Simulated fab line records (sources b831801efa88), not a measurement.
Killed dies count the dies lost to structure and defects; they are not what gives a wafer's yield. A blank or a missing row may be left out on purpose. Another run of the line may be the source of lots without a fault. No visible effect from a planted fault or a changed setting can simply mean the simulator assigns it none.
Shared-tool check | flow gf180mcu | Lots sampled 15, wafers sampled 45

WHY THIS WAS OPENED
3 of 15 lots carry a flag on the reading LVPWELL_TW at GF_LVPWELL_TW_MEAS_11. No-fault wafers: 559, standard deviation 3.1.
Rule: a lot is flagged when every wafer of it that has a number lies more than 4 standard deviations from that mean, or none has a number. The rest of the lots are taken to be sound.

lot  | measured    | on            | LVPWELL_TW, wafer by wafer | flag
L540 | day 3 23:17 | film metro-03 | 549 555 551                |
L542 | day 4 08:09 | film metro-02 | 557 557 561                |
L544 | day 4 19:29 | film metro-01 | 30 30 30                   | FLAGGED
L545 | day 5 02:35 | film metro-01 | 30 30 30                   | FLAGGED
L546 | day 5 08:37 | film metro-03 | 30 30 30                   | FLAGGED
L551 | day 6 13:35 | film metro-02 | 557 563 561                |
L553 | day 7 02:17 | film metro-01 | 559 559 556                |
L555 | day 7 11:58 | film metro-02 | 560 558 558                |
L556 | day 7 18:38 | film metro-01 | 561 560 559                |
L557 | day 8 07:00 | film metro-02 | 557 557 560                |
L558 | day 8 07:15 | film metro-02 | 559 559 559                |
L559 | day 8 12:37 | film metro-01 | 567 565 563                |
L561 | day 9 00:00 | film metro-01 | 560 557 558                |
L562 | day 9 05:31 | film metro-02 | 559 555 556                |
L563 | day 9 11:38 | film metro-01 | 562 560 559                |
Averaged over the flagged lots the numbers come to 30, -529 from the usual (-99 or more standard deviations).

WHICH TOOL RAN EACH LOT
3 process steps preceding the reading are held in the record, out of 602 steps in the route. Each cell gives the tool, then ch followed by the chambers the sampled wafers passed through, then the start.
lot  | flag    | GF_STI_ETCH_13                    | GF_NWELL_STRIP_10                   | GF_LVPWELL_STRIP_10
L540 |         | rie diel-02 ch 0,1,3, day 2 04:04 | plasma asher-04 ch 0, day 3 10:11   | plasma asher-01 ch 0, day 3 23:11
L542 |         | rie diel-04 ch 0,2, day 2 12:40   | plasma asher-04 ch 0,1, day 3 18:08 | plasma asher-01 ch 0,1, day 4 08:02
L544 | FLAGGED | rie diel-02 ch 0,2,3, day 2 21:40 | plasma asher-04 ch 0,1, day 4 04:47 | plasma asher-04 ch 0,1, day 4 19:22
L545 | FLAGGED | rie diel-01 ch 2,3, day 3 03:53   | plasma asher-04 ch 1, day 4 11:29   | plasma asher-04 ch 0,1, day 5 02:28
L546 | FLAGGED | rie diel-02 ch 0,1, day 3 10:19   | plasma asher-04 ch 0,1, day 4 18:02 | plasma asher-01 ch 0,1, day 5 08:32
L551 |         | rie diel-04 ch 1,2,3, day 4 12:28 | plasma asher-04 ch 0,1, day 5 22:09 | plasma asher-01 ch 0,1, day 6 13:28
L553 |         | rie diel-01 ch 0,1, day 4 20:46   | plasma asher-02 ch 0,1, day 6 11:30 | plasma asher-04 ch 0,1, day 7 02:10
L555 |         | rie diel-01 ch 1,2,3, day 5 07:31 | plasma asher-04 ch 0,1, day 6 19:51 | plasma asher-04 ch 0,1, day 7 11:51
L556 |         | rie diel-04 ch 0,1,3, day 5 11:13 | plasma asher-03 ch 0,1, day 7 02:21 | plasma asher-04 ch 0,1, day 7 18:31
L557 |         | rie diel-01 ch 0,1,3, day 5 20:13 | plasma asher-03 ch 0,1, day 7 13:27 | plasma asher-02 ch 0,1, day 8 06:54
L558 |         | rie diel-02 ch 0,2,3, day 5 23:14 | plasma asher-04 ch 0,1, day 7 13:48 | plasma asher-04 ch 0,1, day 8 07:08
L559 |         | rie diel-04 ch 0,1,2, day 6 03:07 | plasma asher-04 ch 0,1, day 7 19:42 | plasma asher-01 ch 0,1, day 8 12:31
L561 |         | rie diel-02 ch 1,2, day 6 15:37   | plasma asher-02 ch 0,1, day 8 06:26 | plasma asher-02 ch 0,1, day 8 23:53
L562 |         | rie diel-04 ch 0,1,3, day 6 23:10 | plasma asher-04 ch 0,1, day 8 12:59 | plasma asher-02 ch 0,1, day 9 05:26
L563 |         | rie diel-04 ch 2,3, day 7 04:01   | plasma asher-04 ch 0,1, day 8 18:41 | plasma asher-01 ch 0,1, day 9 11:32
What these steps do:
- GF_STI_ETCH_13: etches the open film in CHF3/O2, stops on Si, target depth 282.31 nm, time 112.9 s.
- GF_NWELL_STRIP_10: strips in O2/N2.
- GF_LVPWELL_STRIP_10: strips in O2/N2.
- GF_LVPWELL_TW_MEAS_11

FLAGGED AGAINST TOTAL, ONE TOOL AT A TIME (gauges that did the reading follow at the end)
step                  | tool            | lots run | flagged | share of the flagged lots | sound lots run after its first flagged lot
GF_STI_ETCH_13        | rie diel-01     | 4        | 1       | some                      | 3 (L553,L555,L557)
GF_STI_ETCH_13        | rie diel-02     | 5        | 2       | some                      | 2 (L558,L561)
GF_STI_ETCH_13        | rie diel-04     | 6        | 0       | none                      | -
GF_NWELL_STRIP_10     | plasma asher-02 | 2        | 0       | none                      | -
GF_NWELL_STRIP_10     | plasma asher-03 | 2        | 0       | none                      | -
GF_NWELL_STRIP_10     | plasma asher-04 | 11       | 3       | all                       | 6 (L551,L555,L558,L559,L562,L563)
GF_LVPWELL_STRIP_10   | plasma asher-01 | 6        | 1       | some                      | 3 (L551,L559,L563)
GF_LVPWELL_STRIP_10   | plasma asher-02 | 3        | 0       | none                      | -
GF_LVPWELL_STRIP_10   | plasma asher-04 | 6        | 2       | some                      | 4 (L553,L555,L556,L558)
GF_LVPWELL_TW_MEAS_11 | film metro-01   | 7        | 2       | some                      | 5 (L553,L556,L559,L561,L563)
GF_LVPWELL_TW_MEAS_11 | film metro-02   | 6        | 0       | none                      | -
GF_LVPWELL_TW_MEAS_11 | film metro-03   | 2        | 1       | some                      | 0

WHAT THE TABLE ALLOWS
1 row of the table ran every flagged lot: plasma asher-04 at GF_NWELL_STRIP_10.
- plasma asher-04 at GF_NWELL_STRIP_10: 3 of its 11 lots flagged. After the first flagged lot (L551, L555, L558, L559, L562, L563), sound lots still ran on it; a lasting fault on the whole tool would not permit that. On the flagged lots its readings are blank where sound lots have values: chamber pressure mTorr, drypump motor current A, heater power w, oes product au and 1 more.
There is no row in the table that ran each flagged lot and no sound lot after the first.

WHAT THE SIMULATOR PUT IN
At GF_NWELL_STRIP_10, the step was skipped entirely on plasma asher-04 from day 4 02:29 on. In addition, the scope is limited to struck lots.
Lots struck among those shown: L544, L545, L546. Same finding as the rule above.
